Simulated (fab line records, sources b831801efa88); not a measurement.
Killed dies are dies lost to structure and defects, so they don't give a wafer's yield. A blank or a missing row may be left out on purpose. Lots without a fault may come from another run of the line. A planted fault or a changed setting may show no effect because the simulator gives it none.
Which tool did it? | flow sky130 | 7 lots, 19 wafers sampled, at 2 steps of a route of 708

WHAT THE GAUGES READ, wafer by wafer
SKY_METAL4_OVL_MEAS_14.
lot  | measured     | on         | METAL4_OVL (nm)
L602 | day 42 13:58 | overlay-01 | 2 -5 -1
L605 | day 44 14:31 | overlay-02 | 2
L611 | day 45 06:55 | overlay-02 | 4 -3 5
L614 | day 46 12:31 | overlay-02 | 0 4 4
L617 | day 46 23:30 | overlay-01 | 0 3 -3
L620 | day 47 06:39 | overlay-01 | -1 0 2
L623 | day 48 03:31 | overlay-02 | -6 -4 -5

WHICH TOOL RAN EACH LOT (tool, then ch and the chambers of the sampled wafers, then the start)
lot  | SKY_VIA3_CMP_02
L602 | cmp-02 ch 1,3, day 39 10:04
L605 | cmp-01 ch 0, day 41 12:55
L611 | cmp-01 ch 1,2, day 42 07:24
L614 | cmp-01 ch 0,1,3, day 43 17:07
L617 | cmp-01 ch 1,2,3, day 44 03:42
L620 | cmp-01 ch 0,2,3, day 44 11:08
L623 | cmp-01 ch 1,2,3, day 45 12:47
- SKY_VIA3_CMP_02: polishes SiO2.

THE ANSWER, worked out from the rows above alone
Rule: what is usual is taken from the lots themselves. Put in order of their means at a reading, lots are off if they are a third of the lots or fewer, leave a main group of 4 or more, and stand apart from it by a gap of 3 or more times the standard deviation of the main group's means; of several such gaps the widest counts. A main group whose means are all the same, to the digits that the tables above print for the reading, isn't used. A lot without any number at a reading at which 4 lots or more have one is off too. The other lots that the step has rows for count as sound.
No lot is off at any reading shown: from this, nothing can be told.

WHAT THE SIMULATOR HAD PUT IN
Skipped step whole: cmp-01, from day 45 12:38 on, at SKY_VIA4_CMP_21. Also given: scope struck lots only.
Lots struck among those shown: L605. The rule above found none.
